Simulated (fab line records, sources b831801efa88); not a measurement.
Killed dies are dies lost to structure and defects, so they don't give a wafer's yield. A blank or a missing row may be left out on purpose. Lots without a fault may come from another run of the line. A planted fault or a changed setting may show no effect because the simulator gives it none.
Which tool did it? | flow sky130 | 14 lots, 42 wafers sampled, at 3 steps of a route of 708

WHAT THE GAUGES READ, wafer by wafer
SKY_GATE_OXIDE_TW_MEAS_14. Usual: GATE_OXIDE_TW 224.6, standard deviation 1.9.
lot  | measured     | on            | GATE_OXIDE_TW     | flag
L349 | day 14 23:29 | film_metro-01 | 224.7 223.5 223.7 |
L350 | day 15 11:16 | film_metro-02 | 226.2 226.5 226.0 |
L351 | day 15 21:56 | film_metro-04 | 226.6 226.2 226.2 |
L354 | day 16 23:28 | film_metro-04 | 224.9 224.4 223.5 |
L356 | day 17 14:09 | film_metro-02 | 225.5 226.7 226.2 |
L357 | day 18 04:12 | film_metro-02 | 224.2 225.6 225.7 |
L360 | day 18 16:30 | film_metro-02 | 224.5 224.9 225.0 |
L359 | day 18 16:42 | film_metro-04 | 221.7 222.7 222.4 |
L361 | day 19 04:18 | film_metro-02 | 227.8 227.7 226.7 |
L362 | day 19 04:35 | film_metro-02 | 227.4 229.3 226.7 |
L363 | day 19 14:03 | film_metro-04 | 219.6 220.3 220.6 |
L364 | day 20 02:26 | film_metro-02 | 226.2 225.0 223.2 |
L366 | day 20 19:43 | film_metro-02 | 225.1 225.4 222.9 |
L369 | day 22 08:12 | film_metro-02 | 224.2 225.0 224.8 |

SKY_POLY_GATE_CD_MEAS_13: target cd 150 nm. Usual: cd_nm 150.1 nm, standard deviation 1.3.
lot  | measured     | on        | cd_nm (nm)        | flag
L349 | day 17 23:18 | cd_sem-01 | 148.8 150.0 147.8 |
L350 | day 18 06:34 | cd_sem-02 | 151.7 151.7 151.9 |
L351 | day 18 13:58 | cd_sem-02 | 148.4 149.1 148.8 |
L354 | day 19 14:25 | cd_sem-01 | 149.7 150.2 149.5 |
L356 | day 20 20:14 | cd_sem-01 | 149.7 149.7 149.2 |
L357 | day 20 23:31 | cd_sem-01 | 148.4 148.9 150.6 |
L360 | day 21 09:36 | cd_sem-02 | 148.3 149.9 149.4 |
L359 | day 21 12:24 | cd_sem-01 | 149.2 149.8 150.5 |
L361 | day 21 21:32 | cd_sem-02 | 149.3 149.7 150.4 |
L362 | day 21 23:07 | cd_sem-02 | 150.4 150.8 150.4 |
L363 | day 22 10:53 | cd_sem-02 | 150.7 150.4 150.9 |
L364 | day 22 20:00 | cd_sem-01 | 151.7 151.4 151.0 |
L366 | day 23 12:29 | cd_sem-01 | 149.6 150.6 150.4 |
L369 | day 25 00:54 | cd_sem-01 | 150.8 151.2 150.9 |

SKY_LDD_N_OVL_MEAS_07. Usual: LDD_N_OVL -1.6 nm, standard deviation 1.6.
lot  | measured     | on         | LDD_N_OVL (nm) | flag
L349 | day 19 07:58 | overlay-01 | 0.2 0.1 -0.4   |
L350 | day 19 14:42 | overlay-02 | -2.3 -1.6 -2.8 |
L351 | day 19 21:17 | overlay-02 | -3.0 -2.2 -1.5 |
L354 | day 21 00:26 | overlay-02 | -0.6 -2.5 -2.5 |
L356 | day 22 05:08 | overlay-02 | -0.4 0.9 0.4   |
L357 | day 22 09:58 | overlay-02 | -1.8 -2.2 -1.0 |
L360 | day 22 17:26 | overlay-01 | 2.3 0.9 1.1    |
L359 | day 22 20:52 | overlay-01 | -2.1 -2.3 -1.8 |
L361 | day 23 05:14 | overlay-01 | -3.5 -2.3 -3.1 |
L362 | day 23 06:59 | overlay-01 | -1.7 -3.2 -0.9 |
L363 | day 23 20:52 | overlay-01 | 0.1 -0.5 -1.0  |
L364 | day 24 03:20 | overlay-01 | -1.3 -2.0 -0.8 |
L366 | day 24 18:31 | overlay-01 | -3.7 -3.4 -3.9 |
L369 | day 26 08:24 | overlay-02 | 1.5 0.4 0.0    |

WHICH TOOL RAN EACH LOT (tool, then ch and the chambers of the sampled wafers, then the start)
The record holds no process step before these readings.

WHAT THE TOOLS THEMSELVES READ (means of the sampled wafers that have a number; where no wafer has one, the mark that the record gives instead)
The record holds no such reading with a usual standard deviation.

THE ANSWER, worked out from the rows above alone
Rule: a lot is off if the mean of its wafers that have a number lies more than 3 standard deviations from the usual mean. A lot without any number at a reading at which 4 lots or more have one is off too. The other lots that the step has rows for count as sound. The gauges are gone through in route order, then the tools' own readings, and for those a lot's mean is taken as printed above. The first step at which some lot is off is used, and at that step the reading that is off furthest; a lot without a number counts as furthest.
No lot is off at any reading shown: from this, nothing can be told.

WHAT THE SIMULATOR HAD PUT IN
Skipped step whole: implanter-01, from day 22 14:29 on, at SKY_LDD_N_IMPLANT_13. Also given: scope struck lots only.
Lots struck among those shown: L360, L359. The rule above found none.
